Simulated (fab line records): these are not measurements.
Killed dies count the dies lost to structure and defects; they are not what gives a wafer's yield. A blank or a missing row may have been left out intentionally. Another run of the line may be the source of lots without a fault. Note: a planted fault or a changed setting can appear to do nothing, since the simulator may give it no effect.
Which tool is to blame? :: flow gf180mcu :: Sampling: 13 lots, 39 wafers, 5 of 602 route steps

== WHAT THE GAUGES READ, wafer by wafer ==
GF_POLY_GATE_THK_MEAS_17. Usual: for POLY_GATE_OXIDATION_THK the level is 4.03 nm and the standard deviation is 0.084.
lot: L465
measured: day 9 05:13
on: film metro-03
POLY_GATE_OXIDATION_THK (nm): 4.09 4.04 4.03
flag: 

lot: L466
measured: day 9 10:12
on: film metro-03
POLY_GATE_OXIDATION_THK (nm): 4.10 4.03 3.96
flag: 

lot: L468
measured: day 10 01:31
on: film metro-02
POLY_GATE_OXIDATION_THK (nm): 4.17 4.08 4.11
flag: 

lot: L469
measured: day 10 07:10
on: film metro-02
POLY_GATE_OXIDATION_THK (nm): 4.11 4.23 4.08
flag: 

lot: L471
measured: day 10 21:50
on: film metro-04
POLY_GATE_OXIDATION_THK (nm): 3.93 3.93 3.91
flag: 

lot: L474
measured: day 11 21:22
on: film metro-02
POLY_GATE_OXIDATION_THK (nm): 3.98 4.01 3.98
flag: 

lot: L477
measured: day 12 20:57
on: film metro-02
POLY_GATE_OXIDATION_THK (nm): 3.95 3.97 4.02
flag: 

lot: L481
measured: day 14 07:25
on: film metro-03
POLY_GATE_OXIDATION_THK (nm): 4.06 4.08 4.04
flag: 

lot: L480
measured: day 14 07:26
on: film metro-04
POLY_GATE_OXIDATION_THK (nm): 4.08 4.17 4.10
flag: 

lot: L482
measured: day 14 08:52
on: film metro-03
POLY_GATE_OXIDATION_THK (nm): 4.02 4.06 3.99
flag: 

lot: L483
measured: day 14 13:49
on: film metro-04
POLY_GATE_OXIDATION_THK (nm): 4.18 4.16 4.11
flag: 

lot: L486
measured: day 15 18:10
on: film metro-04
POLY_GATE_OXIDATION_THK (nm): 4.04 4.05 4.01
flag: 

lot: L487
measured: day 16 05:34
on: film metro-04
POLY_GATE_OXIDATION_THK (nm): 3.93 4.03 4.11
flag: 

GF_HV_LDD_CD_MEAS_19: target cd 400 nm. Usual: cd nm reads 400.4 nm (standard deviation 2.1).
lot: L465
measured: day 10 16:51
on: cd sem-02
cd nm (nm): 400.3 398.9 400.0
flag: 

lot: L466
measured: day 10 22:20
on: cd sem-01
cd nm (nm): 403.4 404.0 402.7
flag: 

lot: L468
measured: day 11 14:11
on: cd sem-01
cd nm (nm): 400.4 402.8 402.5
flag: 

lot: L469
measured: day 11 20:10
on: cd sem-01
cd nm (nm): 400.4 400.7 401.6
flag: 

lot: L471
measured: day 12 12:46
on: cd sem-02
cd nm (nm): 400.2 399.5 399.8
flag: 

lot: L474
measured: day 13 13:25
on: cd sem-02
cd nm (nm): 403.0 399.2 400.8
flag: 

lot: L477
measured: day 14 14:28
on: cd sem-01
cd nm (nm): 397.1 397.0 397.6
flag: 

lot: L481
measured: day 16 02:52
on: cd sem-02
cd nm (nm): 402.1 402.6 402.7
flag: 

lot: L480
measured: day 16 03:35
on: cd sem-01
cd nm (nm): 407.2 405.6 404.8
flag: 

lot: L482
measured: day 16 04:26
on: cd sem-02
cd nm (nm): 401.2 399.9 404.2
flag: 

lot: L483
measured: day 16 09:04
on: cd sem-02
cd nm (nm): 400.3 400.2 399.8
flag: 

lot: L486
measured: day 17 16:39
on: cd sem-01
cd nm (nm): 400.5 398.6 399.0
flag: 

lot: L487
measured: day 18 04:16
on: cd sem-01
cd nm (nm): 401.6 397.2 398.1
flag: 

GF_HV_LDD_CD_MEAS_46: target cd 400 nm. Usual: cd nm reads 394.7 nm (standard deviation 2.4).
lot: L465
measured: day 12 07:39
on: cd sem-02
cd nm (nm): 391.2 393.4 394.0
flag: 

lot: L466
measured: day 12 13:46
on: cd sem-01
cd nm (nm): 398.9 398.8 396.9
flag: 

lot: L468
measured: day 13 06:37
on: cd sem-02
cd nm (nm): 397.8 397.1 397.4
flag: 

lot: L469
measured: day 13 12:45
on: cd sem-02
cd nm (nm): 395.5 398.0 398.2
flag: 

lot: L471
measured: day 14 06:10
on: cd sem-02
cd nm (nm): 396.8 396.5 397.5
flag: 

lot: L474
measured: day 15 09:13
on: cd sem-02
cd nm (nm): - - -
flag: OFF

lot: L477
measured: day 16 10:57
on: cd sem-01
cd nm (nm): 390.9 390.6 392.0
flag: 

lot: L481
measured: day 18 02:00
on: cd sem-01
cd nm (nm): 391.7 393.6 392.8
flag: 

lot: L480
measured: day 18 02:59
on: cd sem-01
cd nm (nm): 395.0 398.0 395.1
flag: 

lot: L482
measured: day 18 03:58
on: cd sem-02
cd nm (nm): 392.7 394.5 392.7
flag: 

lot: L483
measured: day 18 08:44
on: cd sem-02
cd nm (nm): 393.9 396.2 396.8
flag: 

lot: L486
measured: day 19 17:03
on: cd sem-02
cd nm (nm): 396.3 396.4 395.4
flag: 

lot: L487
measured: day 20 05:46
on: cd sem-01
cd nm (nm): 395.0 395.8 395.2
flag: 

GF_HV_LDD_TW_MEAS_50. Usual: for HV_LDD_4_TW the level is 569 and the standard deviation is 4.9.
lot: L465
measured: day 12 08:02
on: film metro-02
HV_LDD_4_TW: 563 565 565
flag: 

lot: L466
measured: day 12 14:10
on: film metro-02
HV_LDD_4_TW: 565 564 566
flag: 

lot: L468
measured: day 13 07:01
on: film metro-01
HV_LDD_4_TW: 563 565 565
flag: 

lot: L469
measured: day 13 13:10
on: film metro-04
HV_LDD_4_TW: 578 575 575
flag: 

lot: L471
measured: day 14 06:34
on: film metro-02
HV_LDD_4_TW: 564 566 566
flag: 

lot: L474
measured: day 15 09:37
on: film metro-04
HV_LDD_4_TW: 30 30 30
flag: OFF

lot: L477
measured: day 16 11:21
on: film metro-04
HV_LDD_4_TW: 573 574 568
flag: 

lot: L481
measured: day 18 02:24
on: film metro-01
HV_LDD_4_TW: 568 570 570
flag: 

lot: L480
measured: day 18 03:22
on: film metro-01
HV_LDD_4_TW: 570 570 570
flag: 

lot: L482
measured: day 18 04:22
on: film metro-02
HV_LDD_4_TW: 559 562 561
flag: 

lot: L483
measured: day 18 09:07
on: film metro-01
HV_LDD_4_TW: 573 569 566
flag: 

lot: L486
measured: day 19 17:28
on: film metro-04
HV_LDD_4_TW: 574 575 574
flag: 

lot: L487
measured: day 20 06:10
on: film metro-04
HV_LDD_4_TW: 573 574 578
flag: 

== WHAT TOOL EACH LOT RAN ON (gives the tool, then ch and the chambers of the sampled wafers, and finally the start) ==
lot: L465
GF_HV_LDD_EXPOSE_43: iline stepper-01 ch 0, day 11 22:27

lot: L466
GF_HV_LDD_EXPOSE_43: iline stepper-01 ch 0, day 12 04:44

lot: L468
GF_HV_LDD_EXPOSE_43: iline stepper-02 ch 0, day 12 20:36

lot: L469
GF_HV_LDD_EXPOSE_43: iline stepper-02 ch 0, day 13 03:01

lot: L471
GF_HV_LDD_EXPOSE_43: iline stepper-02 ch 0, day 13 19:46

lot: L474
GF_HV_LDD_EXPOSE_43: iline stepper-01 ch 0, day 14 22:03

lot: L477
GF_HV_LDD_EXPOSE_43: iline stepper-01 ch 0, day 16 00:02

lot: L481
GF_HV_LDD_EXPOSE_43: iline stepper-01 ch 0, day 17 13:59

lot: L480
GF_HV_LDD_EXPOSE_43: iline stepper-01 ch 0, day 17 14:59

lot: L482
GF_HV_LDD_EXPOSE_43: iline stepper-01 ch 0, day 17 16:16

lot: L483
GF_HV_LDD_EXPOSE_43: iline stepper-01 ch 0, day 17 20:46

lot: L486
GF_HV_LDD_EXPOSE_43: iline stepper-01 ch 0, day 19 05:30

lot: L487
GF_HV_LDD_EXPOSE_43: iline stepper-01 ch 0, day 19 17:19
- GF_HV_LDD_EXPOSE_43: exposes mask Pplus HV AREA, target cd 400 nm.

== WHAT THE TOOLS THEMSELVES READ (means of the sampled wafers that have a number; where no wafer has one, the mark that the record gives instead) ==
The record holds no such reading with a usual standard deviation.

== THE ANSWER, worked out from the rows above alone ==
Rule: lot off if the mean of its wafers having a number is beyond 3 standard deviations from the usual mean. Also off: a lot with no number at a reading for which 4 or more lots have one. Any other lot the step has rows for is counted as sound. Order of review: gauges by route order, followed by the tools' own readings, for which a lot's mean as printed above is used. At the first step where some lot is off, the reading lying furthest off is the one used; lots without a number count as furthest.
Off, at GF_HV_LDD_CD_MEAS_46 on cd nm: L474. Without a number there: L474.
A tool fits if, at a process step before that reading, it ran every lot that is off, and no sound lot after the first of them. The gauges at GF_HV_LDD_CD_MEAS_46 aren't tried: what is off there is off at GF_HV_LDD_TW_MEAS_50 too, on other tools, and a gauge's error can't cause that. None of those tried fits.

== WHAT HAD BEEN PUT IN BY THE SIMULATOR ==
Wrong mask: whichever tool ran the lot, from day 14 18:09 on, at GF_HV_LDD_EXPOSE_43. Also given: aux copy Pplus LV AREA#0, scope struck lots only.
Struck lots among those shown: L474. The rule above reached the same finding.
